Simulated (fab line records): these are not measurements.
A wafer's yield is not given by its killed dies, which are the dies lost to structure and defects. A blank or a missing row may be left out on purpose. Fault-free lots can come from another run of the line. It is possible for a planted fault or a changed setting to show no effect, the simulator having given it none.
Commonality check across tools / flow sky130 / Lots sampled 11, wafers sampled 42

WHY IT WAS OPENED
At SKY_NWELL_RS_MEAS_29 the reading NWELL_RS is flagged on 3 of 11 lots. Wafers without a fault read 625.0 ohm/sq, standard deviation 1.5.
Rule: flag the lot when none of its wafers has a number, or when each of its wafers that has one lies beyond 4 standard deviations from that mean. The other lots count as sound.

lot=L636; measured=day 5 10:22; on=film-metro-03; NWELL_RS (ohm/sq), wafer by wafer=623.8 624.2 624.0; flag=
lot=L639; measured=day 6 02:31; on=film-metro-03; NWELL_RS (ohm/sq), wafer by wafer=624.3 624.1 626.4; flag=
lot=L638; measured=day 6 02:52; on=film-metro-02; NWELL_RS (ohm/sq), wafer by wafer=626.6 625.9 627.1; flag=
lot=L646; measured=day 7 20:53; on=film-metro-04; NWELL_RS (ohm/sq), wafer by wafer=595.8 595.8 596.8 597.4 596.2 595.5; flag=FLAGGED
lot=L647; measured=day 8 01:36; on=film-metro-04; NWELL_RS (ohm/sq), wafer by wafer=597.9 598.9 597.9 598.2 598.4 598.1; flag=FLAGGED
lot=L648; measured=day 8 06:43; on=film-metro-02; NWELL_RS (ohm/sq), wafer by wafer=598.1 598.7 599.8 598.3 597.4 599.3; flag=FLAGGED
lot=L653; measured=day 9 13:55; on=film-metro-03; NWELL_RS (ohm/sq), wafer by wafer=625.4 625.4 624.5; flag=
lot=L654; measured=day 9 21:10; on=film-metro-02; NWELL_RS (ohm/sq), wafer by wafer=624.0 622.9 624.2; flag=
lot=L655; measured=day 10 03:12; on=film-metro-03; NWELL_RS (ohm/sq), wafer by wafer=622.6 623.9 624.8; flag=
lot=L657; measured=day 11 10:55; on=film-metro-03; NWELL_RS (ohm/sq), wafer by wafer=625.2 623.7 624.3; flag=
lot=L658; measured=day 11 12:14; on=film-metro-02; NWELL_RS (ohm/sq), wafer by wafer=628.6 624.9 626.3; flag=
Average over the flagged lots: 597.7 ohm/sq; offset from the usual -27.3 ohm/sq, equal to -18 standard deviations.

LOT BY LOT: THE TOOL USED
The record holds 2 process steps before the reading, out of a route of 708 steps. Every cell lists first the tool, next ch and the chambers used by the sampled wafers, and last the start.
lot=L636; flag=; SKY_NWELL_IMPLANT_11=implanter-03 ch 0, day 4 15:40; SKY_NWELL_STRIP_14=plasma-asher-01 ch 0,1, day 4 16:06
lot=L639; flag=; SKY_NWELL_IMPLANT_11=implanter-02 ch 0, day 5 07:25; SKY_NWELL_STRIP_14=plasma-asher-04 ch 0,1, day 5 07:52
lot=L638; flag=; SKY_NWELL_IMPLANT_11=implanter-03 ch 0, day 5 07:52; SKY_NWELL_STRIP_14=plasma-asher-01 ch 0,1, day 5 08:19
lot=L646; flag=FLAGGED; SKY_NWELL_IMPLANT_11=implanter-03 ch 0, day 7 01:25; SKY_NWELL_STRIP_14=plasma-asher-01 ch 0,1, day 7 01:52
lot=L647; flag=FLAGGED; SKY_NWELL_IMPLANT_11=implanter-03 ch 0, day 7 05:47; SKY_NWELL_STRIP_14=plasma-asher-04 ch 0,1, day 7 06:13
lot=L648; flag=FLAGGED; SKY_NWELL_IMPLANT_11=implanter-03 ch 0, day 7 10:49; SKY_NWELL_STRIP_14=plasma-asher-01 ch 0,1, day 7 11:16
lot=L653; flag=; SKY_NWELL_IMPLANT_11=implanter-02 ch 0, day 8 16:01; SKY_NWELL_STRIP_14=plasma-asher-01 ch 0,1, day 8 16:27
lot=L654; flag=; SKY_NWELL_IMPLANT_11=implanter-01 ch 0, day 8 22:40; SKY_NWELL_STRIP_14=plasma-asher-01 ch 1, day 8 23:07
lot=L655; flag=; SKY_NWELL_IMPLANT_11=implanter-02 ch 0, day 9 03:57; SKY_NWELL_STRIP_14=plasma-asher-01 ch 0,1, day 9 04:22
lot=L657; flag=; SKY_NWELL_IMPLANT_11=implanter-01 ch 0, day 10 12:16; SKY_NWELL_STRIP_14=plasma-asher-02 ch 1, day 10 12:43
lot=L658; flag=; SKY_NWELL_IMPLANT_11=implanter-02 ch 0, day 10 13:14; SKY_NWELL_STRIP_14=plasma-asher-02 ch 0,1, day 10 13:40
These steps, and what they do:
- SKY_NWELL_IMPLANT_11
- SKY_NWELL_STRIP_14: strips in O2/N2.
- SKY_NWELL_RS_MEAS_29: measures by four-point-probe.

FLAGGED OVER TOTAL, TOOL BY TOOL (the gauges that took the reading come last)
step=SKY_NWELL_IMPLANT_11; tool=implanter-01; lots run=2; flagged=0; share of the flagged lots=none; sound lots run after its first flagged lot=-
step=SKY_NWELL_IMPLANT_11; tool=implanter-02; lots run=4; flagged=0; share of the flagged lots=none; sound lots run after its first flagged lot=-
step=SKY_NWELL_IMPLANT_11; tool=implanter-03; lots run=5; flagged=3; share of the flagged lots=all; sound lots run after its first flagged lot=0
step=SKY_NWELL_STRIP_14; tool=plasma-asher-01; lots run=7; flagged=2; share of the flagged lots=some; sound lots run after its first flagged lot=3 (L653,L654,L655)
step=SKY_NWELL_STRIP_14; tool=plasma-asher-02; lots run=2; flagged=0; share of the flagged lots=none; sound lots run after its first flagged lot=-
step=SKY_NWELL_STRIP_14; tool=plasma-asher-04; lots run=2; flagged=1; share of the flagged lots=some; sound lots run after its first flagged lot=0
step=SKY_NWELL_RS_MEAS_29; tool=film-metro-02; lots run=4; flagged=1; share of the flagged lots=some; sound lots run after its first flagged lot=2 (L654,L658)
step=SKY_NWELL_RS_MEAS_29; tool=film-metro-03; lots run=5; flagged=0; share of the flagged lots=none; sound lots run after its first flagged lot=-
step=SKY_NWELL_RS_MEAS_29; tool=film-metro-04; lots run=2; flagged=2; share of the flagged lots=some; sound lots run after its first flagged lot=0

THE TABLE: WHAT IT ALLOWS
1 row of the table ran every flagged lot: implanter-03 at SKY_NWELL_IMPLANT_11.
- implanter-03 at SKY_NWELL_IMPLANT_11: 3 of its 5 lots flagged. Last sound lot L638 at day 5 07:52, first flagged lot L646 at day 7 01:25; a fault beginning in between fits. Its own readings lie more than 4 standard deviations out on every wafer of the flagged lots: beam-energy-keV.
What remains is a single tool, implanter-03 at SKY_NWELL_IMPLANT_11.

WHAT THE SIMULATOR HAD INSERTED
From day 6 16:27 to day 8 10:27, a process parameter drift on implanter-03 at SKY_NWELL_IMPLANT_11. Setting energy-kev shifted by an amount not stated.
Lots struck among those shown: L646, L647, L648. The rule given above showed the same thing.
